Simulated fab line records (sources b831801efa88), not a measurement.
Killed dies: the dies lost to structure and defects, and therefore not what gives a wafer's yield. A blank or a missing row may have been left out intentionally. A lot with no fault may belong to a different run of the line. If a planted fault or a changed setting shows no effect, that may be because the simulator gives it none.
Which tool did it? | flow sky130 | 12 lots, 36 wafers sampled, at 1 step of a route of 708

== WHAT EACH GAUGE READ, for each wafer ==
SKY_FIELD_ISO_CD_MEAS_13: target cd 150 nm. Usual: 149.5 nm for cd nm, sd 1.8.
lot  | measured    | on        | cd nm (nm)        | flag
L806 | day 2 10:50 | cd sem-02 | 148.8 149.7 148.1 |
L807 | day 2 14:29 | cd sem-02 | 149.0 148.5 149.4 |
L808 | day 2 20:16 | cd sem-02 | 151.7 150.0 151.6 |
L809 | day 3 02:20 | cd sem-02 | 153.4 152.3 152.1 |
L813 | day 3 21:42 | cd sem-02 | 148.8 150.3 149.8 |
L814 | day 4 08:36 | cd sem-02 | 148.3 147.4 149.3 |
L816 | day 4 17:05 | cd sem-02 | 147.8 147.4 148.5 |
L821 | day 5 15:33 | cd sem-02 | 148.2 149.5 148.7 |
L825 | day 6 14:05 | cd sem-01 | 152.2 153.0 152.4 |
L826 | day 7 00:41 | cd sem-02 | 148.4 149.0 149.9 |
L827 | day 7 00:47 | cd sem-01 | 148.7 148.3 148.9 |
L828 | day 7 06:22 | cd sem-01 | 149.6 147.8 148.0 |

== WHAT TOOL EACH LOT RAN ON (gives the tool, then ch and the chambers of the sampled wafers, and finally the start) ==
Before these readings, the record contains no process step.

== AS READ BY THE TOOLS THEMSELVES (means over the sampled wafers that have a number; for cases with no such wafer, the mark the record gives instead) ==
The record holds no such reading with a usual standard deviation.

== THE ANSWER, worked out from the rows above alone ==
Rule: lot off if the mean of its wafers having a number is beyond 3 standard deviations from the usual mean. A lot without any number at a reading at which 4 lots or more have one is off too. Any other lot the step has rows for is counted as sound. First the gauges in route order, then the tools' own readings, where a lot's mean is used as printed above. The first step at which some lot is off is used, and at that step the reading that is off furthest; a lot without a number counts as furthest.
Nothing can be told from this: no lot is off at any reading shown.

== WHAT THE SIMULATOR PUT IN ==
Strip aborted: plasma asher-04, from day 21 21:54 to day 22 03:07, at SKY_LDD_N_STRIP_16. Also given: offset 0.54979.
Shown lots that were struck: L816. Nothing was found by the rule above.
